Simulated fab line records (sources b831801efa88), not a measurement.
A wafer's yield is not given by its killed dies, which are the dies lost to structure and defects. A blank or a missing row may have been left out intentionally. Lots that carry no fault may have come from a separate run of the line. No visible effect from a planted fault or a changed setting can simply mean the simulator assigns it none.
Matching of chambers	flow sky130	SKY_VIA3_ETCH_14 on rie-diel-04 has 4 sister chambers
The step etches BARC in N2/H2, stops on SiO2, time 45.9 s, target depth 60 nm. 16 wafers are shown with their chamber, then 8 later ones without.

== WAFERS, EACH WITH ITS CHAMBER ==
wafer	chamber	drypump-motor-current-A (A)	oes-product-au (a.u.)	throttle-valve-pct (%)
L074.1	0	5.2	0.859	13.226
L074.3	2	6.3	0.857	13.210
L074.5	1	5.0	0.854	13.229
L076.2	1	5.0	0.855	13.245
L076.3	2	6.4	0.858	13.219
L076.4	3	5.6	0.855	13.225
L084.3	1	5.0	0.860	13.228
L084.5	1	5.0	0.852	13.217
L084.6	0	5.2	0.860	13.216
L087.2	1	5.0	0.853	13.231
L087.3	0	5.2	0.857	13.219
L087.5	3	5.6	0.850	13.229
L089.2	1	5.0	0.866	13.211
L089.5	0	5.2	0.865	13.228
L089.6	1	5.0	0.857	13.224
L093.3	1	5.0	0.848	13.242

SIGNATURES, as means of the wafers listed above
reading	chamber 0	chamber 1	chamber 2	chamber 3	scatter within a chamber
drypump-motor-current-A	5.200	5.000	6.350	5.600	0.0204
oes-product-au	0.86025	0.85562	0.85750	0.85250	0.00463
throttle-valve-pct	13.22225	13.22837	13.21450	13.22700	0.00942
Rule: for a wafer and a chamber, the distance is found by dividing, reading by reading, the gap between the wafer's reading and the chamber's mean by the reading's scatter, squaring, summing and taking the root. If the next closest chamber is less than 2 further off than the closest, the wafer can't be placed; otherwise it belongs to the closest. The scatter is the square root of a quotient: the sum, over the shown wafers, of each reading's squared deviation from its chamber's mean, divided by wafers minus chambers.

== WAFERS WITH NO CHAMBER GIVEN ==
wafer	drypump-motor-current-A (A)	oes-product-au (a.u.)	throttle-valve-pct (%)
L093.4	5.2	0.851	13.218
L093.5	6.4	0.855	13.207
L094.1	5.0	0.854	13.234
L094.2	5.6	0.846	13.220
L094.6	6.4	0.853	13.221
L095.1	5.0	0.856	13.227
L095.2	6.4	0.854	13.220
L095.4	5.6	0.855	13.226

== WHICH CHAMBER EACH WENT THROUGH ==
wafer	from the rows above	in truth
L093.4	0	0
L093.5	2	2
L094.1	1	1
L094.2	3	3
L094.6	2	2
L095.1	1	1
L095.2	2	2
L095.4	3	3
Placed correctly: 8 of 8. Can't be placed from these rows: 0. Wrongly placed: 0.
